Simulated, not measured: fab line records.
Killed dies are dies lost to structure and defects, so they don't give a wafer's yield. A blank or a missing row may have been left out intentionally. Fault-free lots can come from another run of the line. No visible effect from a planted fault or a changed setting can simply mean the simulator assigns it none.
A struck lot beside a sound one	flow sky130	15 out of 708 route steps
Sound: the wafers L244.2, L244.4, L244.5. Wafers L247.4, L247.5, L247.6 were the ones struck. At the end, the cause is stated.
Order at every step that has rows: each side's tool, ch and its chambers, its first start. Under that, the readings that differ: sound wafers	struck wafers	difference of the means	sigmas: that difference in standard deviations of wafers without a fault.
alike: readings whose means differ by less than 2 such deviations, and words and numbers that are the same on both sides. not compared: withheld readings, readings that some wafer has no value for, bounds like >300 that may hide the same value, and numbers for which the record gives no deviation and whose values overlap.
Wherever a step has rows on one side only, a row that says differs or no value, or a row with sigmas, the two part there. When numbers do not overlap yet have no deviation, they are printed without sigmas and do not part them. Lack of a reading on every wafer of one side parts them only where that side has two or more wafers.

SKY_VT_ADJUST_PCH_STRIP_09: strips in O2/N2.
  sound on plasma asher-02 ch 1, day 11 15:51; struck on plasma asher-04 ch 0,1, day 12 14:19
reading	sound	struck	difference	sigmas
strip time to endpoint s (s)	36.80 36.74 36.72	36.94 37.02 37.03	+0.24	+2
  alike: drypump motor current A, oes product au
  not compared: rf hours counter h
SKY_VT_ADJUST_PCH_TW_MEAS_10:
  struck on film metro-04, day 12 14:25; sound on film metro-02, day 11 15:58
  alike: VT_ADJUST_PCH_TW
then, 7 steps without rows for these wafers: SKY_SONOS_TUNNEL_DEHYDRATE_00 (time 60 s); SKY_SONOS_TUNNEL_HMDS_01 (prime time 60 s); SKY_SONOS_TUNNEL_COAT_02 (resist thk 1140 nm); SKY_SONOS_TUNNEL_SOFTBAKE_03 (time 60 s); SKY_SONOS_TUNNEL_EXPOSE_04 (exposes mask TUNM, target cd 410 nm); SKY_SONOS_TUNNEL_PEB_05; SKY_SONOS_TUNNEL_DEVELOP_06 (develop time 60 s).
SKY_SONOS_TUNNEL_CD_MEAS_07 targets a cd of 410 nm.
  struck on cd sem-02, day 13 14:27; sound on cd sem-02, day 12 16:10
reading	sound	struck	difference	sigmas
cd nm (nm)	407.1 408.0 409.0	415.3 414.0 413.6	+6.3	+3
SKY_SONOS_TUNNEL_OVL_MEAS_08:
  struck on overlay-02, day 13 14:32; sound on overlay-01, day 12 16:16
  alike: SONOS_TUNNEL_OVL
following that, these wafers have no rows for 1 step: SKY_SONOS_TUNNEL_IMPLANT_09.
SKY_SONOS_TUNNEL_WET_ETCH_10: etches SiO2 in dHF, target depth 14 nm, time 280 s.
  sound on wet bench-04 ch 3, day 12 16:26; struck on wet bench-04 ch 0, day 13 14:42
  no value came back on the struck wafers for bath heat duty pct (%), run length s (s); on the sound wafers bath heat duty pct (%) reads 7.2 7.1 6.3
then, 1 step without rows for these wafers: SKY_SONOS_TUNNEL_STRIP_11 (strips in SPM, time 600 s).
-- here the record skips 34 days between the struck wafers' starts before and after, leaving off in module SONOS_TUNNEL and picking up in module PAD_OPEN (first step shown: number 708 of the route) --
SKY_PAD_OPEN_PROBE_99:
  struck on prober-02, day 47 21:34; sound on prober-01, day 47 09:38
reading	sound	struck	difference	sigmas
killed at front end	22 9 14	433 417 436	+414	+99 or more
killed dies	90 76 87	492 492 492	+408	+46
killed on rim	13 14 14	96 96 96	+82	+22
  alike: killed_at_M0_to_M3, killed_at_M4_up, killed at contacts, killed open, killed short

== WHERE THEY PART ==
Earliest at SKY_VT_ADJUST_PCH_STRIP_09; latest, in this record, at SKY_PAD_OPEN_PROBE_99.

WHY: what the simulator had put in
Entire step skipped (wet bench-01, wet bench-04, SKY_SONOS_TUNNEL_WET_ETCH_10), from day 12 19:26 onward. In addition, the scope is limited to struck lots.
